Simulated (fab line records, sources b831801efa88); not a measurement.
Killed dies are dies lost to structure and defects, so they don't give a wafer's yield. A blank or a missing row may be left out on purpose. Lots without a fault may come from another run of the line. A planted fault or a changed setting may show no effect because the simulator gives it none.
Which tool did it? | flow gf180mcu | 7 lots, 21 wafers sampled, at 2 steps of a route of 602

WHAT THE GAUGES READ, wafer by wafer
GF_V5_THK_MEAS_25: measures by xrf.
lot  | measured     | on            | V5_W_THK (nm)
L296 | day 27 16:10 | film_metro-01 | 351 341 347
L299 | day 28 14:44 | film_metro-01 | 355 344 357
L301 | day 29 01:21 | film_metro-01 | 354 350 355
L308 | day 31 04:14 | film_metro-03 | 352 351 346
L310 | day 31 13:10 | film_metro-01 | 350 352 341
L315 | day 32 22:14 | film_metro-01 | 350 364 361
L318 | day 33 13:31 | film_metro-03 | 344 350 345

WHICH TOOL RAN EACH LOT (tool, then ch and the chambers of the sampled wafers, then the start)
lot  | GF_STI_ETCH_13
L296 | rie_diel-02 ch 0,2,3, day 2 07:55
L299 | rie_diel-01 ch 0,1,3, day 2 22:23
L301 | rie_diel-01 ch 0,2,3, day 3 08:31
L308 | rie_diel-03 ch 0,1,2, day 4 20:28
L310 | rie_diel-03 ch 0,1, day 5 06:53
L315 | rie_diel-03 ch 1,3, day 6 07:52
L318 | rie_diel-01 ch 1,2,3, day 7 00:17
- GF_STI_ETCH_13: etches the open film in CHF3/O2, stops on Si, target depth 282.31 nm, time 112.9 s.

THE ANSWER, worked out from the rows above alone
Rule: what is usual is taken from the lots themselves. Put in order of their means at a reading, lots are off if they are a third of the lots or fewer, leave a main group of 4 or more, and stand apart from it by a gap of 3 or more times the standard deviation of the main group's means; of several such gaps the widest counts. A main group whose means are all the same, to the digits that the tables above print for the reading, isn't used. A lot without any number at a reading at which 4 lots or more have one is off too. The other lots that the step has rows for count as sound.
No lot is off at any reading shown: from this, nothing can be told.

WHAT THE SIMULATOR HAD PUT IN
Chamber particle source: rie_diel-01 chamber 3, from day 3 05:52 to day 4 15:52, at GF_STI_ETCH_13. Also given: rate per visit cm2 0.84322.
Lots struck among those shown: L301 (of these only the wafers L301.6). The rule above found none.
